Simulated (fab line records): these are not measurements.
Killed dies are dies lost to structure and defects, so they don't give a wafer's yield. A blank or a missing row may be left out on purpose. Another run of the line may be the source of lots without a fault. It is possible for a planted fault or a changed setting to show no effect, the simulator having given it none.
A struck lot beside a sound one -- flow gf180mcu -- 27 out of 602 route steps
Sound: these wafers, L911.2, L911.3, L911.5. Struck: wafers L919.2, L919.4, L919.6. The cause comes at the end.
At each step with rows: each side's tool, then ch and its chambers, then its first start. Under that, the readings that differ: sound wafers -- struck wafers -- difference of the means -- sigmas: that difference in standard deviations of wafers without a fault.
alike: same words and numbers on both sides, and readings whose means sit less than 2 such deviations apart. not compared: any withheld reading, any reading some wafer has no value for, any bound like >300 that may hide the same value, and any number with overlapping values for which the record gives no deviation.
A row with sigmas, a row that says differs or no value, or rows on one side alone: a step with any of these is where the two part. Non-overlapping numbers with no deviation appear without sigmas and do not part them. A reading missing from all wafers of one side parts the sides only when that side holds two or more wafers.

GF_NWELL_STRIP_10: strips in O2/N2.
  sound on plasma_asher-01 ch 0,1, day 3 07:51; struck on plasma_asher-04 ch 0,1, day 5 06:48
  alike: drypump_motor_current_A, heater_power_w, oes_product_au, strip_time_to_endpoint_s
  not compared: rf_hours_counter_h
GF_NWELL_TW_MEAS_11:
  sound on film_metro-01, day 3 07:58; struck on film_metro-01, day 5 06:55
  alike: NWELL_TW
then, 7 steps without rows for these wafers: GF_LVPWELL_DEHYDRATE_00 (time 60 s); GF_LVPWELL_HMDS_01 (prime time 60 s); GF_LVPWELL_COAT_02 (resist thk 2940 nm); GF_LVPWELL_SOFTBAKE_03; GF_LVPWELL_EXPOSE_04 (exposes mask LVPWELL, target cd 600 nm); GF_LVPWELL_PEB_05; GF_LVPWELL_DEVELOP_06 (develop time 60 s).
GF_LVPWELL_OVL_MEAS_07:
  sound on overlay-02, day 3 20:41; struck on overlay-01, day 5 21:56
  alike: LVPWELL_OVL
then, 2 steps without rows for these wafers: GF_LVPWELL_IMPLANT_08; GF_LVPWELL_IMPLANT_09.
GF_LVPWELL_STRIP_10: strips in O2/N2.
  sound on plasma_asher-01 ch 0,1, day 3 21:01; struck on plasma_asher-01 ch 0, day 5 22:16
reading,sound,struck,difference,sigmas
oes_product_au (a.u.),0.726 0.725 0.724,0.954 0.944 0.933,+0.219,+46
strip_time_to_endpoint_s (s),36.33 36.28 36.30,- - -,no value on the struck wafers,
model.coat_of_LVPWELL_COAT_02.thk_nm (nm),0 0 0,1112 1113 1115,+1113,
  alike: drypump_motor_current_A, heater_power_w
  not compared: rf_hours_counter_h
GF_LVPWELL_TW_MEAS_11:
  sound on film_metro-04, day 3 21:08; struck on film_metro-02, day 5 22:23
  alike: LVPWELL_TW
then, 7 steps without rows for these wafers: GF_MVSD_DEHYDRATE_00 (time 60 s); GF_MVSD_HMDS_01 (prime time 60 s); GF_MVSD_COAT_02 (resist thk 3000 nm); GF_MVSD_SOFTBAKE_03; GF_MVSD_EXPOSE_04 (exposes mask MVSD, target cd 1000 nm); GF_MVSD_PEB_05; GF_MVSD_DEVELOP_06 (develop time 60 s).
GF_MVSD_OVL_MEAS_07:
  sound on overlay-01, day 4 11:08; struck on overlay-01, day 6 13:17
  alike: MVSD_OVL
then, 2 steps without rows for these wafers: GF_MVSD_IMPLANT_08; GF_MVSD_IMPLANT_09.
GF_MVSD_STRIP_10: strips in O2/N2.
  sound on plasma_asher-01 ch 0,1, day 4 11:28; struck on plasma_asher-03 ch 0,1, day 6 13:37
reading,sound,struck,difference,sigmas
strip_time_to_endpoint_s (s),36.96 37.04 36.94,53.46 53.53 53.50,+16.52,+99 or more
  alike: drypump_motor_current_A, heater_power_w, oes_product_au
  not compared: rf_hours_counter_h
GF_MVSD_TW_MEAS_11:
  sound on film_metro-02, day 4 11:35; struck on film_metro-04, day 6 13:44
reading,sound,struck,difference,sigmas
MVSD_TW,1564 1569 1568,44 44 43,-1523,-99 or more
then, 1 step without rows for these wafers: GF_MVPSD_DEHYDRATE_00 (time 60 s).

## WHERE THEY PART
Last at GF_MVSD_TW_MEAS_11 as far as this record goes, first at GF_LVPWELL_STRIP_10.

WHY: whatever the simulator had introduced
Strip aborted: plasma_asher-01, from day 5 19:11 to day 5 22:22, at GF_LVPWELL_STRIP_10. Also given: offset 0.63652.
